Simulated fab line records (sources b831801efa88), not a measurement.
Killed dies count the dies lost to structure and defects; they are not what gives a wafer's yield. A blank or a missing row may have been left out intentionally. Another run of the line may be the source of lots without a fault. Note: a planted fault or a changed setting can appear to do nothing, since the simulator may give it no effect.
2 desks, one fault || flow sky130 || only its own numbers are on each desk; what lay behind them is given at the end

== AT THE TOOL OWNER'S DESK: implanter-02 ==
The tool's own readings at SKY_LDD_N_IMPLANT_13: means of the sampled wafers that have a number, for each lot that ran on this tool. If a lot's mean is further than 4 standard deviations from the usual mean, the lot is out of limits and carries the mark OUT (the distance appears in the brackets).
Columns: A = beam-energy-keV at SKY_LDD_N_IMPLANT_13, usual 50.000; B = end-station-pressure-torr at SKY_LDD_N_IMPLANT_13, usual 5.02e-06 Torr
{"lot": "L506", "first seen here": "day 20 10:02", "A": "51.273 (+85) OUT", "B": 4.91e-06}
{"lot": "L508", "first seen here": "day 20 15:18", "A": "51.279 (+85) OUT", "B": 5.07e-06}
{"lot": "L519", "first seen here": "day 23 16:20", "A": 50.011, "B": 4.67e-06}
{"lot": "L523", "first seen here": "day 24 20:40", "A": 50.007, "B": 5.10e-06}
{"lot": "L524", "first seen here": "day 25 14:15", "A": 50.027, "B": 5.10e-06}
This desk's finding: out of limits on L506, L508; first on L506, day 20 10:02 (beam-energy-keV at SKY_LDD_N_IMPLANT_13). L519, L523, L524 stayed within limits.

== METROLOGY DESK ==
What the gauges read, lot by lot, whatever tool the lot ran on: means of the sampled wafers that have a number. If a lot's mean is further than 4 standard deviations from the usual mean, the lot is out of limits and carries the mark OUT (the distance appears in the brackets).
Columns: A = LDD_N_OVL at SKY_LDD_N_OVL_MEAS_07, usual -1.4 nm
{"lot": "L506", "first seen here": "day 20 09:13", "A": -0.9}
{"lot": "L508", "first seen here": "day 20 14:31", "A": -1.6}
{"lot": "L519", "first seen here": "day 23 15:34", "A": -2.9}
{"lot": "L521", "first seen here": "day 24 18:13", "A": -2.7}
{"lot": "L523", "first seen here": "day 24 19:50", "A": 1.0}
{"lot": "L524", "first seen here": "day 25 13:26", "A": -2.9}
Finding of this desk: none of the 6 lots has anything out of limits.

== ALL TOGETHER ==
An alarm could have come from the tool owner's desk at day 20 10:02, on L506, L508.
Nothing out of limits was seen by the metrology desk.
The metrology desk holds a record of L506, L508, inside its limits.
Every lot named ran SKY_LDD_N_IMPLANT_13 on implanter-02.

== WHAT THE SIMULATOR HAD INSERTED ==
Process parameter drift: implanter-02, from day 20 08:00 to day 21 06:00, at SKY_LDD_N_IMPLANT_13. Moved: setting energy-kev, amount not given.
Shown lots that were struck: L506, L508.
How many hours passed from the start of the fault until each desk's first out-of-limits reading: the tool owner's desk, 2.
